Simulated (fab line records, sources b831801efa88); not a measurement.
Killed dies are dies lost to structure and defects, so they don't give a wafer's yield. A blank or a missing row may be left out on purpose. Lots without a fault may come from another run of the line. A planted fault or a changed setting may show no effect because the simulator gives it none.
fab line records | flow sky130
record lots=5 wafers=14 last_day=50
route steps=708 shown VIA3@593 METAL4@598 CAP2M@603 PAD_OPEN@708
lots that met no fault: from a run of the same line without faults
start_h: hours from the record's first day to the start of the lot's first wafer shown | wait_h: hours since the lot's step before | " the same as in the row above | L1.1+2: a row that stands for several wafers | - no value, or no start given | * or withheld: withheld | < > ~ a bound
route shown NAME@n: a module of which the file shows steps, and the number in the route of the first | usual: mean/standard deviation of fault-free wafers | same: alike in all rows | chamber/n: place in a boat | sites: the reading at each site | _std_site: their standard deviation | _edge_site: outer sites' mean less inner sites' | radius_mm: how far each site lies from the wafer's centre | mask NAME#n: copy n | behind: the tool/chamber that last shaped the wafer | hold: why the lot was held/for how many hours/how that ended | device: the transistor (n, p or np) that didn't switch | end of line: the same wafers' tests at the end of the route | a step without rows: its recipe alone | killed: dies lost to structure and defects at the first sort, not the wafer's yield | map: a wafer's dies, x killed, . not, _ none there
set.NAME: the setting as run; set.NAME@STEP: as run at that earlier step | model.NAME: the simulator's own value behind a step, which no gauge read
lots at some steps of the route; a table a step, a row a wafer
services: from which hour (start_h, from the record's first day; less than 0 if before it) a tool's chamber was out of use, for how many hours, and why
## steps
# step SKY_VIA3_SPUTTER_20
# recipe material=TiN target_thk_nm=20 chamber_pressure_pa=5 power_w=4000 time_s=80
# step SKY_VIA3_CVD_21
# recipe material=W target_thk_nm=390 time_s=117.31 temp_c=400 pressure_torr=40
# step SKY_VIA3_RS_MEAS_22
# recipe thk_meas_gauge=four-point-probe reads=W_of_VIA3_CVD_21+TiN_of_VIA3_SPUTTER_20
# usual VIA3_W_RS=0.293/0.0034
# columns lot.wafer tool chamber start_h wait_h VIA3_W_RS[ohm/sq]
L238.2 film_metro-03 - 974.63 0.1 0.294
L238.4 " - " " 0.293
L238.6 " - " " 0.297
L244.1 film_metro-03 - 1019.68 0.1 0.295
L244.3 " - " " 0.297
L244.6 " - " " 0.291
L247.2 film_metro-04 - 1024.64 0.1 0.288
L247.5 " - " " 0.289
L247.6 " - " " 0.289
L250.2 film_metro-03 - 1049.59 0.1 0.289
L250.4 " - " " 0.293
L255.1 film_metro-03 - 1075.45 0.1 0.294
L255.3 " - " " 0.296
L255.6 " - " " 0.292
# step SKY_VIA3_THK_MEAS_23
# recipe thk_meas_gauge=xrf reads=W_of_VIA3_CVD_21
# usual VIA3_W_THK=383/5.5
# columns lot.wafer tool chamber start_h wait_h VIA3_W_THK[nm]
L238.2 film_metro-03 - 974.74 0.1 377
L238.4 " - " " 380
L238.6 " - " " 377
L244.1 film_metro-03 - 1019.80 0.1 382
L244.3 " - " " 383
L244.6 " - " " 391
L247.2 film_metro-04 - 1024.75 0.1 395
L247.5 " - " " 393
L247.6 " - " " 393
L250.2 film_metro-03 - 1049.70 0.1 389
L250.4 " - " " 382
L255.1 film_metro-03 - 1075.57 0.1 383
L255.3 " - " " 383
L255.6 " - " " 386
# step SKY_VIA3_CMP_24
# recipe stop_on=SiO2 t_overpolish_s=20 down_force_psi=3.5 platen_rpm=60 target_thk_nm=0 pad_velocity_m_s=0.94248
# usual motor_current_A=10.2/0.81 overpolish_run_s=20.000/0.0086 platen_rpm=60.00/0.04 time_to_endpoint_s=97/4.3
# columns lot.wafer tool chamber start_h wait_h motor_current_A overpolish_run_s platen_rpm time_to_endpoint_s
L238.2 cmp-01 2 974.84 0.1 10.2 20.010 60.03 98
L238.4 " 0 " " 9.0 20.005 59.98 94
L238.6 " 2 " " 9.9 19.999 59.98 91
L244.3 cmp-01 0 1019.86 0.0 9.6 19.975 59.98 89
L244.1 " 1 " " 10.0 19.989 60.00 99
L244.6 " 0 " " 9.3 20.006 60.01 92
L247.2 cmp-01 1 1024.90 0.1 10.2 19.997 59.96 104
L247.5 " 3 " " 9.8 20.009 59.98 99
L247.6 " 0 " " 9.5 19.996 60.06 93
L250.2 cmp-01 0 1049.75 0.0 9.4 19.994 60.03 92
L250.4 " 2 " " 10.1 19.999 59.97 91
L255.1 cmp-01 1 1075.68 0.1 10.5 19.999 60.08 102
L255.3 " 3 " " 10.2 20.005 60.04 97
L255.6 " 0 " " 9.3 19.995 60.03 91
# step SKY_METAL4_SPUTTER_00
# recipe material=Ti target_thk_nm=15 power_w=3000 time_s=10 chamber_pressure_pa=0.4
# step SKY_METAL4_SPUTTER_01
# recipe material=TiN target_thk_nm=20 power_w=6500 time_s=16.7 chamber_pressure_pa=0.4
# usual throttle_valve_pct=30.1/1.1
# columns lot.wafer tool chamber start_h wait_h throttle_valve_pct
L238.2 pvd_sputter-03 - 975.11 0.0 31.5
L238.4 " - " " 31.3
L238.6 " - " " 31.9
L244.1 pvd_sputter-04 - 1020.18 0.0 29.1
L244.3 " - " " 29.9
L244.6 " - " " 30.2
L247.2 pvd_sputter-03 - 1025.13 0.0 31.2
L247.5 " - " " 29.1
L247.6 " - " " 31.3
L250.2 pvd_sputter-02 - 1050.08 0.0 29.8
L250.4 " - " " 31.2
L255.1 pvd_sputter-02 - 1075.95 0.0 30.3
L255.3 " - " " 31.2
L255.6 " - " " 29.9
# step SKY_METAL4_SPUTTER_02
# recipe material=AlCu target_thk_nm=735 power_w=10600 time_s=39.1 chamber_pressure_pa=0.4
# step SKY_METAL4_SPUTTER_03
# recipe material=Ti target_thk_nm=5 power_w=3000 time_s=3.3 chamber_pressure_pa=0.4
# step SKY_METAL4_SPUTTER_04
# recipe material=TiN target_thk_nm=70 power_w=6500 time_s=58.3 chamber_pressure_pa=0.4
# step SKY_CAP2M_CVD_00
# recipe material=SiO2 target_thk_nm=15.5 temp_c=400 time_s=withheld rf_w=450
# step SKY_CAP2M_THK_MEAS_01
# recipe reads=SiO2_of_CAP2M_CVD_00
# usual CAP2M_CVD_00_THK=15.43/0.22
# columns lot.wafer tool chamber start_h wait_h CAP2M_CVD_00_THK[nm]
L238.2 film_metro-03 - 975.29 - 15.22
L238.4 " - " " 15.43
L238.6 " - " " 15.45
L244.1 film_metro-02 - 1020.33 - 15.45
L244.3 " - " " 15.20
L244.6 " - " " 15.47
L247.2 film_metro-03 - 1025.29 - 15.28
L247.5 " - " " 15.62
L247.6 " - " " 15.38
L250.2 film_metro-03 - 1050.24 - 15.31
L250.4 " - " " 15.47
L255.1 film_metro-02 - 1076.10 - 15.12
L255.3 " - " " 15.10
L255.6 " - " " 15.60
# step SKY_CAP2M_SPUTTER_02
# recipe material=TiN target_thk_nm=200 temp_c=300 power_w=6500 time_s=166.7 chamber_pressure_pa=0.4
# usual throttle_valve_pct=30.3/0.89
# columns lot.wafer tool chamber start_h wait_h throttle_valve_pct model.TiN_of_CAP2M_SPUTTER_02.thk_nm
L238.2 pvd_sputter-02 - 975.34 0.0 31.3 198.4
L238.4 " - " " 29.9 194.9
L238.6 " - " " 30.8 195
L244.1 pvd_sputter-02 - 1020.39 0.1 30.6 199.3
L244.3 " - " " 31.4 202.1
L244.6 " - " " 30.3 196.4
L247.2 pvd_sputter-01 - 1025.34 0.0 30.1 200.6
L247.5 " - " " 31.6 201.2
L247.6 " - " " 30.5 200.9
L250.2 pvd_sputter-01 - 1050.29 0.0 32.1 199.9
L250.4 " - " " 29.9 201.8
L255.1 pvd_sputter-01 - 1076.16 0.1 30.5 214.8
L255.3 " - " " 31.9 213.7
L255.6 " - " " 30.3 215.2
# step SKY_CAP2M_RS_MEAS_03
# recipe thk_meas_gauge=four-point-probe reads=TiN_of_CAP2M_SPUTTER_02
# usual CAP2M_TIN_RS=6.92/0.084
# columns lot.wafer tool chamber start_h wait_h CAP2M_TIN_RS[ohm/sq]
L238.2 film_metro-03 - 975.47 0.1 6.96
L238.4 " - " " 7.08
L238.6 " - " " 7.07
L244.1 film_metro-02 - 1020.50 0.1 6.93
L244.3 " - " " 6.83
L244.6 " - " " 7.03
L247.2 film_metro-04 - 1025.47 0.1 6.89
L247.5 " - " " 6.87
L247.6 " - " " 6.89
L250.2 film_metro-03 - 1050.42 0.1 6.90
L250.4 " - " " 6.84
L255.1 film_metro-03 - 1076.27 0.1 6.40
L255.3 " - " " 6.44
L255.6 " - " " 6.40
# step SKY_CAP2M_THK_MEAS_04
# recipe thk_meas_gauge=xrf reads=TiN_of_CAP2M_SPUTTER_02
# usual CAP2M_TIN_THK=196.9/2.5
# columns lot.wafer tool chamber start_h wait_h CAP2M_TIN_THK[nm]
L238.2 film_metro-03 - 975.58 0.1 195.4
L238.4 " - " " 191.9
L238.6 " - " " 191.5
L244.1 film_metro-02 - 1020.62 0.1 195.9
L244.3 " - " " 198.1
L244.6 " - " " 193.7
L247.2 film_metro-04 - 1025.58 0.1 198.9
L247.5 " - " " 198.8
L247.6 " - " " 199.0
L250.2 film_metro-03 - 1050.53 0.1 198.6
L250.4 " - " " 201.2
L255.1 film_metro-03 - 1076.39 0.1 210.9
L255.3 " - " " 209.6
L255.6 " - " " 211.5
# step SKY_CAP2M_DEHYDRATE_05
# recipe temp_c=200 time_s=60
# step SKY_CAP2M_HMDS_06
# recipe prime_time_s=60 prime_temp_c=120
# step SKY_CAP2M_COAT_07
# recipe resist=NOVOLAK spin_rpm=3000 resist_thk_nm=1140
# step SKY_CAP2M_SOFTBAKE_08
# recipe temp_c=90 time_s=60 resist=NOVOLAK
# step SKY_CAP2M_EXPOSE_09
# recipe mask_id=CAP2M na=0.6 source_shape=conventional sigma_outer=0.6 polarization=unpolarized target_cd_nm=1000 dose_mj=159
# step SKY_CAP2M_PEB_10
# recipe temp_c=withheld time_s=* resist=NOVOLAK
# step SKY_CAP2M_DEVELOP_11
# recipe resist=NOVOLAK developer=TMAH develop_time_s=60 dev_temp_c=23
# step SKY_CAP2M_OVL_MEAS_12
# usual CAP2M_OVL=0.1/1.5
# columns lot.wafer tool chamber start_h wait_h CAP2M_OVL[nm]
L238.2 overlay-02 - 998.57 0.1 0.5
L238.4 " - " " 0.7
L238.6 " - " " 0.2
L244.1 overlay-02 - 1042.61 0.1 -2.1
L244.3 " - " " -2.1
L244.6 " - " " -0.3
L247.2 overlay-02 - 1047.86 0.1 0.9
L247.5 " - " " 1.3
L247.6 " - " " 0.7
L250.2 overlay-02 - 1071.91 0.1 -0.5
L250.4 " - " " -0.2
L255.1 overlay-01 - 1096.86 0.1 -0.9
L255.3 " - " " -3.0
L255.6 " - " " -1.0
# step SKY_CAP2M_METAL_ETCH_13
# recipe target_depth_nm=220 stop_on=SiO2 chemistry=Cl2/BCl3 target=TiN pressure_mtorr=10 icp_w=900 bias_w=48.5 Cl2_flow_sccm=60 bcl3_flow_sccm=30 time_s=62.9
# usual bcl3_flow_sccm=30.00/0.094 bias_w=48.54/0.16 drypump_motor_current_A=6.1/0.37 mfc_cl2_sccm=59.96/0.19 oes_product_au=0.940/0.0084 rf_fwd_power_W=893.8/2.6 throttle_valve_pct=21.902/0.0098
# columns lot.wafer tool chamber start_h wait_h bcl3_flow_sccm bias_w drypump_motor_current_A mfc_cl2_sccm oes_product_au rf_fwd_power_W rf_hours_counter_h throttle_valve_pct
L238.2 rie_metal-02 0 998.60 0.0 29.89 48.43 5.5 59.66 0.933 893.4 9 21.915
L238.4 " 1 " " 30.00 48.49 6.0 59.73 0.916 888.1 - 21.918
L238.6 " 1 " " 29.92 48.27 6.0 59.93 0.923 891.0 - 21.923
L244.1 rie_metal-01 1 1042.64 0.0 30.04 48.17 6.5 59.94 0.939 894.5 12 21.903
L244.3 " 1 " " 30.05 48.50 6.5 60.02 0.943 896.9 - 21.895
L244.6 " 1 " " 29.98 48.39 6.5 60.05 0.930 896.0 - 21.912
L247.2 rie_metal-03 0 1047.89 0.0 29.86 48.31 5.8 60.04 0.939 896.0 11 21.898
L247.5 " 0 " " 29.99 48.42 5.8 60.13 0.951 898.4 - 21.900
L247.6 " 1 " " 29.94 48.70 6.3 59.90 0.938 892.0 - 21.900
L250.2 rie_metal-01 0 1071.97 0.0 30.06 48.60 6.4 60.17 0.948 900.1 - 21.907
L250.4 " 0 " " 30.08 48.46 6.4 59.89 0.938 894.7 - 21.904
L255.1 rie_metal-02 0 1096.90 0.0 29.98 48.59 5.5 60.25 0.978 893.4 16 21.883
L255.3 " 1 " " 29.93 48.29 6.0 60.09 0.983 891.5 - 21.872
L255.6 " 0 " " 29.90 48.56 5.5 60.00 0.983 892.6 - 21.877
# step SKY_CAP2M_STRIP_14
# recipe chemistry=O2/N2 power_w=1400 pressure_mtorr=1500 platen_temp_c=withheld o2_flow_sccm=3000 n2_flow_sccm=300 overash_fraction=0.5
# usual drypump_motor_current_A=5.81/0.28 n2_flow_sccm=299.9/0.85 oes_product_au=0.710/0.0046 strip_time_to_endpoint_s=12.64/0.048
# columns lot.wafer tool chamber start_h wait_h drypump_motor_current_A n2_flow_sccm oes_product_au rf_hours_counter_h strip_time_to_endpoint_s
L238.2 plasma_asher-02 0 998.68 0.1 5.75 299.7 0.717 55 12.68
L238.4 " 0 " " 5.75 299.9 0.717 - 12.66
L238.6 " 1 " " 6.25 299.4 0.716 - 12.61
L244.1 plasma_asher-03 0 1042.72 0.1 5.50 299.6 0.716 126 12.52
L244.3 " 1 " " 5.56 299.8 0.705 - 12.57
L244.6 " 1 " " 5.54 301.4 0.705 - 12.50
L247.2 plasma_asher-02 0 1047.97 0.1 5.72 300.1 0.708 61 12.72
L247.5 " 1 " " 6.26 299.5 0.710 - 12.66
L247.6 " 0 " " 5.72 299.5 0.709 - 12.72
L250.2 plasma_asher-01 1 1072.10 0.1 5.69 300.0 0.717 30 12.68
L250.4 " 1 " " 5.70 299.9 0.720 - 12.67
L255.1 plasma_asher-01 1 1096.98 0.1 5.68 299.7 0.707 32 12.60
L255.3 " 1 " " 5.68 300.5 0.713 - 12.58
L255.6 " 1 " " 5.67 299.9 0.708 - 12.60
# step SKY_CAP2M_STRIP_15
# recipe chemistry=post_etch_residue_remover time_s=1200 temp_c=72.5
# step SKY_CAP2M_CLEAN_16
# recipe chemistry=IPA time_s=180 temp_c=25
# step SKY_CAP2M_CLEAN_17
# recipe chemistry=O3/DIW dry=n2_spin
# step SKY_METAL4_DEHYDRATE_05
# recipe temp_c=200 time_s=60
# step SKY_METAL4_HMDS_06
# recipe prime_time_s=60 prime_temp_c=120
# step SKY_METAL4_COAT_07
# recipe resist=BARC temp_c=withheld time_s=withheld spin_rpm=3000 resist_thk_nm=60
# step SKY_METAL4_COAT_08
# recipe resist=KrF-thick spin_rpm=3000 resist_thk_nm=1140
# step SKY_METAL4_SOFTBAKE_09
# recipe temp_c=100 time_s=90 resist=KrF-thick
# step SKY_METAL4_EXPOSE_10
# recipe mask_id=MM4 na=0.68 source_shape=annular sigma_inner=0.4 sigma_outer=0.8 target_cd_nm=300 dose_mj=28
# step SKY_METAL4_PEB_11
# recipe peb_temp_c=withheld peb_time_s=withheld resist=KrF-thick
# step SKY_METAL4_DEVELOP_12
# recipe develop_time_s=60 resist=KrF-thick dev_temp_c=21
# step SKY_METAL4_CD_MEAS_13
# recipe target_cd_nm=300
# usual cd_nm=300.3/1.3
# columns lot.wafer tool chamber start_h wait_h cd_nm
L238.2 cd_sem-02 - 1022.58 - 300.3
L238.4 " - " " 300.2
L238.6 " - " " 301.5
L244.1 cd_sem-01 - 1065.06 - 300.9
L244.3 " - " " 302.2
L244.6 " - " " 301.0
L247.2 cd_sem-02 - 1070.86 - 299.4
L247.5 " - " " 301.1
L247.6 " - " " 299.9
L250.2 cd_sem-01 - 1093.38 - 300.7
L250.4 " - " " 301.0
L255.1 cd_sem-02 - 1117.84 - 299.9
L255.3 " - " " 299.0
L255.6 " - " " 299.4
# step SKY_METAL4_OVL_MEAS_14
# usual METAL4_OVL=-1/5.5
# columns lot.wafer tool chamber start_h wait_h METAL4_OVL[nm]
L238.2 overlay-01 - 1022.69 0.1 7
L238.4 " - " " -4
L238.6 " - " " -1
L244.1 overlay-01 - 1065.18 0.1 -3
L244.3 " - " " -3
L244.6 " - " " -10
L247.2 overlay-02 - 1070.97 0.1 8
L247.5 " - " " 10
L247.6 " - " " -1
L250.2 overlay-01 - 1093.49 0.1 2
L250.4 " - " " 0
L255.1 overlay-02 - 1117.96 0.1 2
L255.3 " - " " 3
L255.6 " - " " 1
# step SKY_METAL4_DESCUM_15
# recipe chemistry=O2 source_power_w=150 bias_power_w=0 pressure_mtorr=10 temp_c=40 time_s=8
# usual drypump_motor_current_A=6.0/0.41 oes_product_au=1.000/0.0099 rf_fwd_power_W=147.2/0.68
# columns lot.wafer tool chamber start_h wait_h drypump_motor_current_A oes_product_au rf_fwd_power_W rf_hours_counter_h
L238.2 rie_metal-04 0 1022.73 0.0 5.4 0.993 147.4 -
L238.4 " 0 " " 5.4 0.999 147.5 -
L238.6 " 0 " " 5.3 1.009 147.7 -
L244.1 rie_metal-03 0 1065.22 0.0 5.8 0.994 147.2 12
L244.3 " 0 " " 5.8 1.003 148.0 -
L244.6 " 1 " " 6.3 0.999 146.7 -
L247.2 rie_metal-04 0 1071.00 0.0 5.3 1.000 148.0 25
L247.5 " 1 " " 5.9 0.994 146.2 -
L247.6 " 0 " " 5.4 1.012 147.9 -
L250.2 rie_metal-01 0 1093.52 0.0 6.4 0.999 147.7 21
L250.4 " 1 " " 6.5 1.014 147.2 -
L255.1 rie_metal-03 0 1118.00 0.0 5.8 0.983 146.8 16
L255.3 " 0 " " 5.8 0.981 147.5 -
L255.6 " 0 " " 5.8 0.974 147.3 -
# step SKY_METAL4_ETCH_16
# recipe chemistry=N2/H2 target=BARC ion_energy_ev=200 bias_w=100 pressure_mtorr=30 n2_flow_sccm=100 h2_flow_sccm=200 icp_w=500 stop_on=SiO2 time_s=88.2 target_depth_a=600
# step SKY_METAL4_ETCH_17
# recipe target=SiO2 stop_on=TiN chemistry=C4F8/O2/Ar source_w=1500 bias_w=1200 pressure_mtorr=40 c4f8_flow_sccm=withheld O2_flow_sccm=6 Ar_flow_sccm=300 time_s=3.9 target_depth_a=150
# usual bias_w=1200/3.3 oes_product_au=0.753/0.0069 rf_fwd_power_W=1468/6.8
# columns lot.wafer tool chamber start_h wait_h bias_w oes_product_au rf_fwd_power_W
L238.2 rie_diel-04 2 1022.98 0.1 1207 0.753 1475
L238.4 " 1 " " 1198 0.752 1465
L238.6 " 1 " " 1202 0.752 1461
L244.1 rie_diel-02 3 1065.35 0.1 1200 0.748 1472
L244.3 " 1 " " 1199 0.756 1467
L244.6 " 3 " " 1197 0.751 1475
L247.2 rie_diel-04 1 1071.13 0.1 1195 0.746 1458
L247.5 " 1 " " 1197 0.761 1463
L247.6 " 2 " " 1200 0.752 1476
L250.2 rie_diel-04 0 1093.65 0.1 1203 0.744 1465
L250.4 " 1 " " 1201 0.753 1460
L255.1 rie_diel-04 0 1118.13 0.1 1204 0.739 1468
L255.3 " 3 " " 1199 0.749 1475
L255.6 " 1 " " 1200 0.760 1461
# step SKY_METAL4_METAL_ETCH_18
# recipe target_depth_a=8450 stop_on=SiO2 over_etch_frac=0.3 time_s=183.1 chemistry=Cl2/BCl3 resist_sidewall_deg=88 pressure_mtorr=10 icp_w=900 bias_w=48.5 Cl2_flow_sccm=60 bcl3_flow_sccm=30
# step SKY_METAL4_STRIP_20
# recipe chemistry=post_etch_residue_remover time_s=1200 temp_c=72.5
# usual bath_heat_duty_pct=14.1/1.4
# columns lot.wafer tool chamber start_h wait_h bath_heat_duty_pct model.TiN_of_CAP2M_SPUTTER_02.thk_nm
L238.2 wet_bench-03 3 1023.28 0.1 14.1 197.6
L238.4 " 3 " " 13.9 194.1
L238.6 " 3 " " 15.1 194.2
L244.1 wet_bench-04 0 1065.65 0.1 14.5 198.4
L244.3 " 0 " " 14.1 201.3
L244.6 " 0 " " 14.4 195.6
L247.2 wet_bench-03 0 1071.42 0.1 14.6 199.8
L247.5 " 0 " " 15.3 200.3
L247.6 " 0 " " 14.1 200.1
L250.2 wet_bench-04 1 1093.95 0.1 13.2 199.1
L250.4 " 1 " " 13.4 200.9
L255.1 wet_bench-02 1 1118.42 0.1 17.7 214
L255.3 " 1 " " 17.1 212.9
L255.6 " 1 " " 16.8 214.3
# step SKY_PAD_OPEN_PROBE_99
# usual defect_limited_yield=82.6/1.8 killed_at_M0_to_M3=43/6.3 killed_at_M4_up=3.0/1.6 killed_at_contacts=25/5 killed_at_front_end=15/4.4 killed_at_other=0.3/0.8 killed_dies=85/8.7 killed_open=47/6.9 killed_short=38/6.3 sort_bin_3_pad_short=0.9/0.39 sort_bin_5_function=10.3/1.3 sort_bin_6_memory=6.2/1.1 sort_n_pass=407/8.8 sort_yield_pct=82.6/1.8
# same gross_dies=492 killed_at_back_side=0 sort_bin_4_leakage[%]=0 sort_bin_8_speed[%]=0
# columns lot.wafer tool chamber start_h wait_h defect_limited_yield[%] killed_at_M0_to_M3 killed_at_M4_up killed_at_contacts killed_at_front_end killed_at_other killed_dies killed_open killed_short sort_bin_3_pad_short[%] sort_bin_5_function[%] sort_bin_6_memory[%] sort_n_pass sort_yield_pct[%] model.etest.cap_mim2.plate_ohm_sq
L238.2 prober-02 - 1113.83 0.1 83.9 37 3 24 15 0 79 44 35 0.2 10.2 5.7 413 83.9 6.062
L238.4 prober-02 - 1113.93 0.2 85.2 37 4 21 10 1 73 38 35 1.0 8.9 4.9 419 85.2 6.128
L238.6 prober-02 - 1114.03 0.2 82.1 41 3 21 22 1 88 56 32 0.6 10.4 6.9 404 82.1 6.09
L244.1 prober-02 - 1152.59 0.1 80.5 47 4 23 20 2 96 47 49 1.8 10.8 6.9 396 80.5 6.005
L244.3 prober-02 - 1152.69 0.2 79.9 38 2 33 21 5 99 55 39 0.8 12.4 6.9 393 79.9 5.901
L244.6 prober-02 - 1152.84 0.2 82.7 48 1 18 18 0 85 44 41 0.6 10.0 6.7 407 82.7 6.103
L247.2 prober-01 - 1157.22 0.1 81.5 52 1 19 19 0 91 53 38 1.0 10.8 6.7 401 81.5 5.988
L247.5 prober-01 - 1157.37 0.2 85.6 33 2 27 9 0 71 45 26 0.2 9.3 4.9 421 85.6 5.992
L247.6 prober-01 - 1157.42 0.2 82.5 39 1 30 16 0 86 53 33 1.4 10.0 6.1 406 82.5 5.969
L250.2 prober-01 - 1175.83 0.1 80.9 57 4 23 10 0 94 58 36 0.6 12.8 5.7 398 80.9 6.042
L250.4 prober-01 - 1175.93 0.2 84.1 43 3 21 11 0 78 45 33 0.4 10.4 5.1 414 84.1 5.991
L255.1 prober-02 - 1195.77 0.1 86.6 31 3 20 12 0 66 32 34 0.8 8.3 4.3 426 86.6 5.589
L255.3 prober-02 - 1195.87 0.2 84.3 39 3 26 9 0 77 39 38 0.4 10.0 5.3 415 84.3 5.595
L255.6 prober-02 - 1196.02 0.2 85.4 41 7 17 7 0 72 37 35 0.6 7.9 6.1 420 85.4 5.614
# killed by level:class
L238.2 CONTACT:geometric_particle:open=9 VIA1:geometric_particle:open=7 METAL2:geometric_particle:short=7 FIELD_ISO:geometric_particle:open=6 LI_CONTACT:geometric_particle:open=6 CONTACT:geometric_particle:short=5 VIA2:geometric_particle:open=5 FIELD_ISO:geometric_particle:short=3
L238.4 VIA1:geometric_particle:open=11 CONTACT:geometric_particle:open=8 LOCAL_INTERCONNECT:geometric_particle:short=7 METAL1:geometric_particle:short=6 VIA1:geometric_particle:short=5 VIA2:geometric_particle:short=4 FIELD_ISO:geometric_particle:open=3 FIELD_ISO:geometric_particle:short=3
L238.6 VIA3:geometric_particle:open=10 VIA1:geometric_particle:open=9 CONTACT:geometric_particle:open=8 VIA2:geometric_particle:open=8 POLY_GATE:geometric_particle:short=7 POLY_GATE:geometric_particle:open=7 FIELD_ISO:geometric_particle:open=6 LI_CONTACT:geometric_particle:open=4
L244.1 VIA1:geometric_particle:open=11 POLY_GATE:geometric_particle:short=8 LI_CONTACT:geometric_particle:open=7 VIA2:geometric_particle:open=7 CONTACT:geometric_particle:open=6 VIA1:geometric_particle:short=6 LI_CONTACT:geometric_particle:short=5 METAL1:geometric_particle:short=5
L244.3 CONTACT:geometric_particle:open=15 VIA1:geometric_particle:open=10 LI_CONTACT:geometric_particle:open=7 VIA2:geometric_particle:open=7 METAL2:geometric_particle:short=6 FIELD_ISO:geometric_particle:short=5 LI_CONTACT:geometric_particle:short=5 PASSIVATION:area_etch=5
L244.6 VIA1:geometric_particle:open=11 VIA3:geometric_particle:open=8 METAL2:geometric_particle:short=8 CONTACT:geometric_particle:open=7 FIELD_ISO:geometric_particle:short=5 POLY_GATE:geometric_particle:open=5 VIA1:geometric_particle:short=5 POLY_GATE:geometric_particle:short=4
L247.2 VIA1:geometric_particle:open=12 METAL1:geometric_particle:short=8 VIA2:geometric_particle:open=8 CONTACT:geometric_particle:open=7 METAL2:geometric_particle:short=6 FIELD_ISO:geometric_particle:open=5 LI_CONTACT:geometric_particle:open=5 VIA3:geometric_particle:open=5
L247.5 CONTACT:geometric_particle:open=13 LI_CONTACT:geometric_particle:open=6 VIA1:geometric_particle:open=6 CONTACT:geometric_particle:short=4 METAL1:geometric_particle:short=4 VIA2:geometric_particle:open=4 METAL2:geometric_particle:short=4 VIA3:geometric_particle:open=4
L247.6 CONTACT:geometric_particle:open=13 VIA1:geometric_particle:open=9 FIELD_ISO:geometric_particle:open=8 LOCAL_INTERCONNECT:geometric_particle:short=6 CONTACT:geometric_particle:short=6 VIA2:geometric_particle:open=6 VIA3:geometric_particle:open=6 POLY_GATE:geometric_particle:open=4
L250.2 VIA1:geometric_particle:open=18 LI_CONTACT:geometric_particle:open=12 VIA1:geometric_particle:short=6 CONTACT:geometric_particle:open=6 METAL2:geometric_particle:short=6 VIA3:geometric_particle:open=6 METAL1:geometric_particle:short=5 VIA2:geometric_particle:short=5
L250.4 VIA1:geometric_particle:open=12 CONTACT:geometric_particle:open=10 VIA1:geometric_particle:short=5 METAL1:geometric_particle:short=5 VIA2:geometric_particle:open=5 METAL2:geometric_particle:short=4 VIA3:geometric_particle:short=4 VIA3:geometric_particle:open=4
L255.1 LOCAL_INTERCONNECT:geometric_particle:short=7 LI_CONTACT:geometric_particle:open=6 VIA1:geometric_particle:open=6 METAL2:geometric_particle:short=5 VIA3:geometric_particle:open=5 METAL1:geometric_particle:short=4 FIELD_ISO:geometric_particle:open=3 CONTACT:geometric_particle:open=3
L255.3 CONTACT:geometric_particle:open=11 VIA1:geometric_particle:open=9 METAL1:geometric_particle:short=7 CONTACT:geometric_particle:short=6 METAL2:geometric_particle:short=6 VIA2:geometric_particle:open=5 LI_CONTACT:geometric_particle:open=4 VIA3:geometric_particle:open=4
L255.6 METAL1:geometric_particle:short=7 VIA1:geometric_particle:open=7 VIA1:geometric_particle:short=6 LI_CONTACT:geometric_particle:open=6 CONTACT:geometric_particle:open=6 VIA3:geometric_particle:open=5 METAL4:geometric_particle:short=4 POLY_GATE:geometric_particle:open=3
## services
# columns tool chamber start_h hours kind
wet_bench-03 - 965.71 19.5 repair
rie_metal-01 - 966.71 1.4 pm
pvd_sputter-01 - 967.00 1.4 repair
wet_bench-03 - 1002.05 1.9 pm
wet_bench-04 - 1002.75 0.6 repair
rie_metal-04 1 1015.41 - clean
rie_metal-04 1 1015.41 17.4 scheduled_down
rie_metal-04 1 1015.41 17.4 vent_cycle
rie_metal-02 - 1023.65 2.8 pm
plasma_asher-01 - 1032.50 28.1 pm
plasma_asher-02 - 1033.62 1.5 repair
plasma_asher-03 - 1046.26 4.2 repair
rie_metal-03 - 1051.90 0.4 repair
cmp-01 - 1052.46 0.7 repair
plasma_asher-03 - 1055.25 9.0 pm
rie_metal-02 1 1057.53 10.4 repair
cmp-01 - 1059.06 1.4 repair
cmp-01 - 1059.37 2.1 repair
rie_metal-01 1 1062.10 17.8 repair
rie_metal-03 - 1074.59 2.8 pm
rie_diel-04 - 1074.79 14.6 pm
rie_diel-04 0 1095.57 2.7 repair
wet_bench-03 - 1098.54 1.8 repair
plasma_asher-03 - 1114.93 28.1 pm
## key
first_sign step=SKY_CAP2M_RS_MEAS_03 reading=CAP2M_TIN_RS direction=down sigmas=6 usual=6.92 struck=6.41
effect step=SKY_CAP2M_THK_MEAS_04 reading=CAP2M_TIN_THK direction=up sigmas=5.4 usual=196.9 struck=210.7
effect step=SKY_CAP2M_METAL_ETCH_13 reading=oes_product_au direction=up sigmas=4.9 usual=0.940 struck=0.981
model_effect step=SKY_CAP2M_SPUTTER_02 value=TiN_of_CAP2M_SPUTTER_02.thk_nm without=203.4 struck=214.6
model_effect step=SKY_METAL4_STRIP_20 value=TiN_of_CAP2M_SPUTTER_02.thk_nm without=202.5 struck=213.7
model_effect step=SKY_PAD_OPEN_PROBE_99 value=etest.cap_mim2.plate_ohm_sq without=5.908 struck=5.599
met_at SKY_CAP2M_SPUTTER_02
struck_wafers L255.1,L255.3,L255.6
onset_between 1050.29 1076.16
also_fits time
fault kind=process_parameter_drift tool=pvd_sputter-01 chamber=- onset_h=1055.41 steps=SKY_CAP2M_SPUTTER_02 channel=target_thk_nm offset=11.207 shape=step acts_in=these_recipes_only stated=200
